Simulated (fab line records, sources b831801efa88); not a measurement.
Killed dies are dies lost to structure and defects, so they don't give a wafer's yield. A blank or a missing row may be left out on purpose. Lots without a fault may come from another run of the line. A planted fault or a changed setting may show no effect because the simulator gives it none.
Problem report in the 8D (eight disciplines) form, filled by code | flow gf180mcu | the parts of the form that need people (team, actions taken, sign-off) are left out

1. THE PROBLEM
NWELL_RS at GF_VT_IMPLANT_RS_MEAS_47 reads a mean of 475.6 ohm/sq on 6 wafers of 2 lots; wafers without a fault read 487.6 ohm/sq with a standard deviation of 1.6. That is -7.5 standard deviations from the usual mean.
The step: measures by four-point-probe.
First seen on wafer L391.1, day 10 22:51, on film_metro-02. The record holds 36 wafers of 12 lots with a number at this step. Rule for "out", or "out of limits": more than 4 standard deviations from the usual mean. The other wafers with a number count as sound.

2. WHAT IT IS AND WHAT IT IS NOT
question                    | is                           | is not
which readings at this step | NWELL_RS                     | -
which lots                  | L391, L393                   | L381, L382, L383, L384, L385, L396, L398, L399, L400, L401
which wafers of those lots  | all that have a number       | -
read on which gauges        | film_metro-02, film_metro-03 | film_metro-04
when                        | from day 10 22:51            | up to then (15 sound wafers); but 15 sound wafers of L396, L398, L399, L400, L401 came after

3. SUSPECTS, AND WHAT RULES EACH OUT
Counting: a tool at a process step up to the reading stays a suspect if it ran every lot that is out and no sound lot after the first of them.
- the gauge at GF_VT_IMPLANT_RS_MEAS_47: ruled out. The wafers that are out were read on 2 gauges (film_metro-02, film_metro-03).
- implanter-02 at GF_NWELL_IMPLANT_08: kept. It ran every lot that is out, first L391 (day 6 01:40), and no sound lot after that; its last sound lot up to then is L382 (day 3 23:55). Its own readings are out on those wafers: beam_energy_keV.
Left after counting: implanter-02 at GF_NWELL_IMPLANT_08.

4. THE CAUSE (what the simulator had put in)
Process parameter drift: implanter-02, from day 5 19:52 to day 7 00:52, at GF_NWELL_IMPLANT_08. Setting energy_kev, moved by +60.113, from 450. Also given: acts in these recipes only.
Counting left only this tool.

5. THE CHAIN OF EFFECTS, in route order
Each row: a reading whose mean over the struck wafers that have a number lies more than 3 standard deviations from the usual. Only readings for which the record gives a usual standard deviation are gone through. hours: the time from each lot's start at the first step in this table that gives one to its start at this step, as a median over the lots. sigmas: the change in usual standard deviations.
hours | step                     | reading         | usual        | on struck wafers | change | sigmas
0     | GF_NWELL_IMPLANT_08      | beam_energy_keV | 450.02       | 510.15           | +60.13 | +99 or more
118   | GF_VT_IMPLANT_RS_MEAS_47 | NWELL_RS        | 487.6 ohm/sq | 475.6            | -12.0  | -7.5
The process steps in it:
- GF_NWELL_IMPLANT_08

6. WHAT WOULD HAVE CAUGHT IT SOONER
In this record the first reading out of limits at a measuring or inspecting step was taken at day 10 22:51, 123 hours after the fault began at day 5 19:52.
The tool's own readings at GF_NWELL_IMPLANT_08 were out on every struck wafer that the step has a row for (beam_energy_keV): an alarm limit on them would have fired on the first of those.
All the lots that are out (2) had begun GF_NWELL_IMPLANT_08 on implanter-02 by day 10 22:51. A hold on the tool at that time would have spared none of them.
